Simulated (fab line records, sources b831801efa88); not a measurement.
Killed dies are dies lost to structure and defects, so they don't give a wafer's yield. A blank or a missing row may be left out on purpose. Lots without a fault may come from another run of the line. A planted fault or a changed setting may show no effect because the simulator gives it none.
Which tool did it? | flow gf180mcu | 11 lots, 33 wafers sampled, at 2 steps of a route of 602

WHAT THE GAUGES READ, wafer by wafer
GF_HV_LDD_THK_MEAS_57.
lot  | measured     | on            | HV_LDD_CVD_56_THK (nm)
L340 | day 13 07:20 | film_metro-03 | 92.0 91.9 91.1
L342 | day 13 22:27 | film_metro-03 | 89.6 90.5 89.2
L345 | day 14 20:57 | film_metro-03 | 90.5 91.3 91.0
L346 | day 15 05:08 | film_metro-03 | 104.5 104.6 104.5
L348 | day 15 20:39 | film_metro-03 | 104.1 104.3 104.7
L354 | day 17 22:11 | film_metro-03 | 89.4 88.8 89.4
L355 | day 18 07:53 | film_metro-03 | 90.1 90.7 90.3
L356 | day 18 13:51 | film_metro-04 | 90.8 90.7 90.6
L357 | day 18 20:17 | film_metro-04 | 89.7 91.0 90.3
L358 | day 19 02:38 | film_metro-03 | 88.9 89.3 89.4
L361 | day 20 04:47 | film_metro-03 | 89.9 90.3 90.5

WHICH TOOL RAN EACH LOT (tool, then ch and the chambers of the sampled wafers, then the start)
lot  | GF_HV_LDD_CVD_56
L340 | lpcvd-02 ch 0, day 13 05:53
L342 | lpcvd-02 ch 1, day 13 20:59
L345 | lpcvd-02 ch 1, day 14 19:31
L346 | lpcvd-02 ch 1, day 15 03:39
L348 | lpcvd-02 ch 1, day 15 19:13
L354 | lpcvd-01 ch 1, day 17 20:46
L355 | lpcvd-02 ch 1, day 18 06:26
L356 | lpcvd-02 ch 0, day 18 12:24
L357 | lpcvd-01 ch 0, day 18 18:52
L358 | lpcvd-02 ch 1, day 19 01:11
L361 | lpcvd-02 ch 0, day 20 03:21
- GF_HV_LDD_CVD_56: deposits Si3N4 from DCS/NH3, target thk 90 nm, time 1543 s.

THE ANSWER, worked out from the rows above alone
Rule: what is usual is taken from the lots themselves. Put in order of their means at a reading, lots are off if they are a third of the lots or fewer, leave a main group of 4 or more, and stand apart from it by a gap of 3 or more times the standard deviation of the main group's means; of several such gaps the widest counts. A main group whose means are all the same, to the digits that the tables above print for the reading, isn't used. A lot without any number at a reading at which 4 lots or more have one is off too. The other lots that the step has rows for count as sound.
Off: L346, L348, at GF_HV_LDD_THK_MEAS_57 (HV_LDD_CVD_56_THK). The main group: mean 90.3 nm, standard deviation 0.76.
A tool fits if, at a process step before that reading, it ran every lot that is off, and no sound lot after the first of them. The gauges at GF_HV_LDD_THK_MEAS_57 are tried like those tools. None of those tried fits.

WHAT THE SIMULATOR HAD PUT IN
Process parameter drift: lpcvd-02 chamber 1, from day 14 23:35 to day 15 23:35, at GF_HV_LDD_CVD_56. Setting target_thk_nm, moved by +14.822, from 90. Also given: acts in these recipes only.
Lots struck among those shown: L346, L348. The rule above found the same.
